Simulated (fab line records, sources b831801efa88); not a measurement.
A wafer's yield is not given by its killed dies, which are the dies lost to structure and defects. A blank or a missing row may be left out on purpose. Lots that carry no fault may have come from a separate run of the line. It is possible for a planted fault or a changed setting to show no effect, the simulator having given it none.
Which of the tools did it? | flow gf180mcu | 39 wafers from 13 lots sampled at 4 of the route's 602 steps

== WHAT EACH GAUGE READ, for each wafer ==
GF_DUAL_GATE_OVL_MEAS_11.
lot  | measured     | on         | DUAL_GATE_OVL (nm)
L332 | day 8 15:55  | overlay-01 | -2.1 0.9 1.0
L333 | day 8 16:22  | overlay-01 | -0.2 -1.2 1.1
L334 | day 8 22:50  | overlay-02 | -1.0 -1.3 -1.6
L335 | day 9 05:21  | overlay-01 | -0.7 -0.1 -0.4
L337 | day 10 00:32 | overlay-01 | 0.2 2.1 0.2
L338 | day 10 10:01 | overlay-01 | 0.3 1.1 0.4
L339 | day 10 11:41 | overlay-01 | 1.5 -0.2 0.1
L341 | day 10 23:11 | overlay-02 | -0.6 -0.9 -1.3
L342 | day 11 11:37 | overlay-02 | 0.3 0.1 -0.1
L345 | day 12 03:34 | overlay-01 | - - -
L346 | day 12 09:16 | overlay-01 | -0.2 0.0 0.6
L348 | day 13 05:55 | overlay-02 | 0.0 -1.0 0.6
L349 | day 13 15:34 | overlay-02 | 1.7 2.6 2.9

GF_POLY_GATE_THK_MEAS_17.
lot  | measured     | on           | POLY_GATE_OXIDATION_THK (nm)
L332 | day 9 14:19  | filmMetro-03 | 3.89 4.06 4.04
L333 | day 9 15:34  | filmMetro-02 | 3.97 3.95 4.04
L334 | day 9 22:08  | filmMetro-03 | 3.92 3.98 3.98
L335 | day 10 03:35 | filmMetro-02 | 4.13 4.12 4.12
L337 | day 10 23:38 | filmMetro-03 | 4.08 4.11 4.24
L338 | day 11 09:31 | filmMetro-02 | 4.02 4.08 4.12
L339 | day 11 12:28 | filmMetro-04 | 3.87 3.98 3.94
L341 | day 11 23:35 | filmMetro-04 | 4.01 3.92 3.94
L342 | day 12 15:41 | filmMetro-03 | 4.03 4.07 4.22
L346 | day 13 11:29 | filmMetro-04 | 4.00 4.00 4.03
L348 | day 14 08:07 | filmMetro-02 | 3.88 3.92 3.98
L349 | day 14 18:07 | filmMetro-03 | 3.87 3.83 3.85

GF_HV_LDD_OVL_MEAS_47.
lot  | measured     | on         | HV_LDD_03_OVL (nm)
L332 | day 12 19:35 | overlay-02 | -0.3 3.0 -0.2
L333 | day 12 20:26 | overlay-01 | -1.9 -2.2 -1.4
L334 | day 13 04:10 | overlay-01 | 0.0 0.5 -0.8
L335 | day 13 08:40 | overlay-02 | -1.1 1.1 0.2
L337 | day 14 09:14 | overlay-01 | -1.2 -0.7 -1.6
L338 | day 14 18:01 | overlay-02 | -0.5 -2.4 -1.4
L339 | day 14 21:13 | overlay-02 | -0.3 -0.3 -0.8
L341 | day 15 10:20 | overlay-02 | -2.8 -2.2 -2.2
L342 | day 16 04:53 | overlay-02 | -1.0 0.2 -1.7
L346 | day 17 04:02 | overlay-01 | -0.9 -0.3 -0.3
L348 | day 18 02:49 | overlay-01 | -0.7 -1.0 0.5
L349 | day 18 15:28 | overlay-02 | 0.4 1.5 0.5

== EACH LOT AND THE TOOL THAT RAN IT (in order: tool; ch and the chambers of the sampled wafers; start) ==
lot  | GF_DUAL_GATE_EXPOSE_08
L332 | ilineStepper-01 ch 0, day 8 08:01
L333 | ilineStepper-02 ch 0, day 8 08:16
L334 | ilineStepper-02 ch 0, day 8 14:49
L335 | ilineStepper-01 ch 0, day 8 21:16
L337 | ilineStepper-01 ch 0, day 9 16:23
L338 | ilineStepper-01 ch 0, day 10 00:43
L339 | ilineStepper-01 ch 0, day 10 02:42
L341 | ilineStepper-01 ch 0, day 10 14:15
L342 | ilineStepper-01 ch 0, day 11 01:58
L345 | ilineStepper-01 ch 0, day 11 17:37
L346 | ilineStepper-01 ch 0, day 11 23:51
L348 | ilineStepper-01 ch 0, day 12 20:05
L349 | ilineStepper-01 ch 0, day 13 05:41
- GF_DUAL_GATE_EXPOSE_08: exposes mask Dualgate, target cd 700 nm.

== WHAT THE TOOLS THEMSELVES READ (means of the sampled wafers that have a number; where no wafer has one, the mark that the record gives instead) ==
The record holds no such reading with a usual standard deviation.

== THE ANSWER, worked out from the rows above alone ==
Rule: the lots themselves supply what counts as usual. Put in order of their means at a reading, lots are off if they are a third of the lots or fewer, leave a main group of 4 or more, and stand apart from it by a gap of 3 or more times the standard deviation of the main group's means; of several such gaps the widest counts. If all means in a main group match to the digits the tables above print for the reading, that group is not used. Also off: a lot with no number at a reading for which 4 or more lots have one. Any other lot the step has rows for is counted as sound. Order of review: gauges by route order, followed by the tools' own readings, for which a lot's mean as printed above is used. At the first step where some lot is off, the reading lying furthest off is the one used; lots without a number count as furthest.
Off: L345, seen at GF_DUAL_GATE_OVL_MEAS_11 (DUAL_GATE_OVL). Without a number there: L345. Main group: mean 0.1 nm, sd 0.89.
If a tool, at a process step before that reading, ran all the lots that are off and no sound lot after the first of them, it fits. Gauges at GF_DUAL_GATE_OVL_MEAS_11: tried the same way as those tools. No candidate that was tried fits.

== WHAT WAS PUT IN BY THE SIMULATOR ==
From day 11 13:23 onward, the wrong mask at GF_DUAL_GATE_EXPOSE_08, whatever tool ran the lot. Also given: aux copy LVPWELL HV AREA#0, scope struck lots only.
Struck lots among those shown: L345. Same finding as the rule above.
